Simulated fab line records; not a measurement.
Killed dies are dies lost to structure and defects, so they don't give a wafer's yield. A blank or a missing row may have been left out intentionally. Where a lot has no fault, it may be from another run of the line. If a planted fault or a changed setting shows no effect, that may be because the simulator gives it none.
Which tool is to blame? | flow gf180mcu | 72 wafers sampled from 24 lots at 1 step of a route of 602

WHAT THE GAUGES SHOWED, per wafer
GF_VT_IMPLANT_OVL_MEAS_29.
lot  | measured     | on         | VT_IMPLANT_02_OVL (nm)
L074 | day 7 00:28  | overlay-02 | 1.0 0.4 -1.4
L075 | day 7 09:07  | overlay-02 | 1.4 0.2 -0.1
L076 | day 7 16:58  | overlay-01 | -2.9 -2.0 0.4
L077 | day 7 20:49  | overlay-02 | 0.5 -0.1 1.8
L078 | day 8 00:55  | overlay-01 | -0.7 0.9 1.7
L079 | day 8 01:32  | overlay-02 | -0.7 -0.1 -0.1
L080 | day 8 13:46  | overlay-01 | 1.7 -0.5 -0.3
L081 | day 9 00:00  | overlay-02 | 1.0 1.3 0.7
L082 | day 9 04:03  | overlay-01 | -0.7 -1.0 -0.2
L083 | day 9 08:22  | overlay-02 | 0.0 -1.6 0.3
L084 | day 9 14:32  | overlay-01 | -0.9 -0.1 0.8
L085 | day 9 20:48  | overlay-01 | -1.7 -1.6 -0.6
L086 | day 10 05:10 | overlay-02 | 0.1 -1.4 -1.4
L087 | day 10 10:57 | overlay-01 | -0.4 -1.2 -0.8
L088 | day 10 16:21 | overlay-01 | -1.7 -1.8 -0.4
L089 | day 10 21:48 | overlay-02 | 1.6 2.9 0.8
L090 | day 11 04:12 | overlay-01 | -3.4 -2.0 -3.4
L091 | day 11 12:52 | overlay-01 | -1.4 0.0 -1.8
L092 | day 11 20:31 | overlay-02 | 0.8 1.2 1.3
L093 | day 12 01:11 | overlay-02 | -2.3 -0.8 -2.5
L094 | day 12 06:40 | overlay-01 | -1.1 -0.5 0.2
L095 | day 12 15:20 | overlay-02 | -0.4 -1.5 -1.2
L096 | day 12 20:43 | overlay-02 | -1.1 -0.2 -1.4
L097 | day 13 05:22 | overlay-01 | -1.5 -3.4 -3.2

TOOL THAT RAN EACH LOT (tool first, then ch and the chambers of the sampled wafers, then the start)
No process step before these readings appears in the record.

WHAT THE TOOLS THEMSELVES READ (means of the sampled wafers that have a number; where no wafer has one, the mark that the record gives instead)
The record holds no such reading with a usual standard deviation.

THE ANSWER, worked out from the rows above alone
Rule: the lots themselves supply what counts as usual. Put in order of their means at a reading, lots are off if they are a third of the lots or fewer, leave a main group of 4 or more, and stand apart from it by a gap of 3 or more times the standard deviation of the main group's means; of several such gaps the widest counts. Not used: any main group whose means are identical at the precision the tables above print for the reading. A lot without any number at a reading at which 4 lots or more have one is off too. The other lots that the step has rows for count as sound. The gauges are gone through in route order, then the tools' own readings, and for those a lot's mean is taken as printed above. At the first step where some lot is off, the reading lying furthest off is the one used; lots without a number count as furthest.
No lot is off on any of the readings shown, so nothing can be concluded from this.

WHAT THE SIMULATOR HAD PUT IN
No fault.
